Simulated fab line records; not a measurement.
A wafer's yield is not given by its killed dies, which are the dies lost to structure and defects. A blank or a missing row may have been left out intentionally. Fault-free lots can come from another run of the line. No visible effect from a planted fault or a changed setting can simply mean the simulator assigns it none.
The same fault as seen by 2 desks -- flow sky130 -- numbers are kept per desk, each desk with only its own; the story behind them comes last

== METROLOGY DESK ==
Means of the sampled wafers that have a number, per lot and without regard to the tool the lot ran on: this is what the gauges read. The brackets show how far a lot's mean lies from the usual mean; more than 4 standard deviations puts the lot out of limits, marked OUT.
Columns: A = PWDE_TW at SKY_PWDE_TW_MEAS_10, usual 371; B = NWELL_01_OVL at SKY_NWELL_OVL_MEAS_23, usual -1.2 nm
lot,first seen here,A,B
L728,day 3 22:50,378,-2.6
L729,day 4 07:11,370,-2.0
L730,day 4 10:44,367,-2.4
L731,day 4 15:49,370,-0.2
L732,day 5 01:17,371,-1.9
L733,day 5 10:54,368,-0.1
L735,day 5 19:58,365,-0.7
L737,day 6 03:48,371,-2.1
L738,day 6 08:32,375,-2.0
L739,day 6 11:25,366,-1.3
L741,day 7 05:31,363,0.8
L750,day 9 15:55,367,-0.4
L749,day 9 16:39,372,-0.7
Result from this desk: across the 13 lots, nothing is out of limits.

== DESK OF THE TOOL OWNER: implanter-02 ==
The tool's own readings at SKY_VT_ADJUST_LVTN_IMPLANT_08: means of the sampled wafers that have a number, for each lot that ran on this tool. The brackets show how far a lot's mean lies from the usual mean; more than 4 standard deviations puts the lot out of limits, marked OUT.
Columns: A = dose-ions-cm2 at SKY_VT_ADJUST_LVTN_IMPLANT_08, usual 1.5701e+12
lot,first seen here,A
L728,day 6 18:35,1.5714e+12
L732,day 8 02:57,1.5681e+12
L733,day 8 12:39,1.5707e+12
L735,day 9 00:31,1.5692e+12
L737,day 9 10:24,1.5700e+12
L738,day 9 17:04,1.5692e+12
L741,day 10 18:07,1.5690e+12
L750,day 13 14:28,1.5004e+12 (-41) OUT
L749,day 13 17:37,1.4995e+12 (-42) OUT
Finding of this desk: L749, L750 out of limits; the first was L750 at day 13 14:28, on dose-ions-cm2 at SKY_VT_ADJUST_LVTN_IMPLANT_08. L728, L732, L733, L735, L737, L738, L741 stayed within limits.

== TAKEN TOGETHER ==
An alarm could have come from the tool owner's desk at day 13 14:28, on L749, L750.
At the metrology desk, nothing out of limits was observed.
The metrology desk has L749, L750 on record, within its limits.
On implanter-02, each named lot ran SKY_VT_ADJUST_LVTN_IMPLANT_08.

== WHAT THE SIMULATOR HAD INSERTED ==
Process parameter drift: implanter-02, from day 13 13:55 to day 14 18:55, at SKY_VT_ADJUST_LVTN_IMPLANT_08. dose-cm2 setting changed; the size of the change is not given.
Struck lots among those shown: L749, L750.
Each desk's first reading out of limits, in hours after the fault started: the tool owner's desk, 1.
